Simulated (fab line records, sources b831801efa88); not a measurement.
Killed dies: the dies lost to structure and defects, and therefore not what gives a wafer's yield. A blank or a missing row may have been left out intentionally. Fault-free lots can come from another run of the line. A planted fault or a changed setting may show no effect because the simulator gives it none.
Which tool was responsible? || flow sky130 || Sampling: 6 lots, 18 wafers, 2 of 708 route steps

WHAT EACH GAUGE READ, for each wafer
SKY_PWDE_OVL_MEAS_07.
{"lot": "L565", "measured": "day 4 22:52", "on": "overlay-02", "PWDE_OVL (nm)": "4.5 3.4 4.0"}
{"lot": "L567", "measured": "day 5 08:04", "on": "overlay-02", "PWDE_OVL (nm)": "-0.1 -0.9 -1.5"}
{"lot": "L569", "measured": "day 5 23:00", "on": "overlay-02", "PWDE_OVL (nm)": "2.0 0.7 2.4"}
{"lot": "L576", "measured": "day 7 12:46", "on": "overlay-02", "PWDE_OVL (nm)": "4.8 4.4 3.1"}
{"lot": "L580", "measured": "day 8 11:45", "on": "overlay-01", "PWDE_OVL (nm)": "1.2 -1.4 -1.6"}
{"lot": "L582", "measured": "day 9 00:41", "on": "overlay-01", "PWDE_OVL (nm)": "2.6 3.1 4.0"}

TOOL THAT RAN EACH LOT (tool first, then ch and the chambers of the sampled wafers, then the start)
{"lot": "L565", "SKY_PWDE_EXPOSE_04": "iline stepper-01 ch 0, day 4 14:32"}
{"lot": "L567", "SKY_PWDE_EXPOSE_04": "iline stepper-01 ch 0, day 4 23:19"}
{"lot": "L569", "SKY_PWDE_EXPOSE_04": "iline stepper-01 ch 0, day 5 13:38"}
{"lot": "L576", "SKY_PWDE_EXPOSE_04": "iline stepper-01 ch 0, day 7 02:40"}
{"lot": "L580", "SKY_PWDE_EXPOSE_04": "iline stepper-01 ch 0, day 8 01:37"}
{"lot": "L582", "SKY_PWDE_EXPOSE_04": "iline stepper-01 ch 0, day 8 14:16"}
- SKY_PWDE_EXPOSE_04: exposes mask PWDEM, target cd 840 nm.

THE ANSWER, worked out from the rows above alone
Rule: the lots themselves supply what counts as usual. The widest of any qualifying gaps counts: lots, ordered by their means at a reading, are off when they make up no more than a third of the lots, leave a main group of 4 or more, and stand apart from it by 3 or more times the standard deviation of that group's means. If all means in a main group match to the digits the tables above print for the reading, that group is not used. A lot without any number at a reading at which 4 lots or more have one is off too. Any other lot the step has rows for is counted as sound.
Nothing can be told from this: no lot is off at any reading shown.

WHAT HAD BEEN PUT IN BY THE SIMULATOR
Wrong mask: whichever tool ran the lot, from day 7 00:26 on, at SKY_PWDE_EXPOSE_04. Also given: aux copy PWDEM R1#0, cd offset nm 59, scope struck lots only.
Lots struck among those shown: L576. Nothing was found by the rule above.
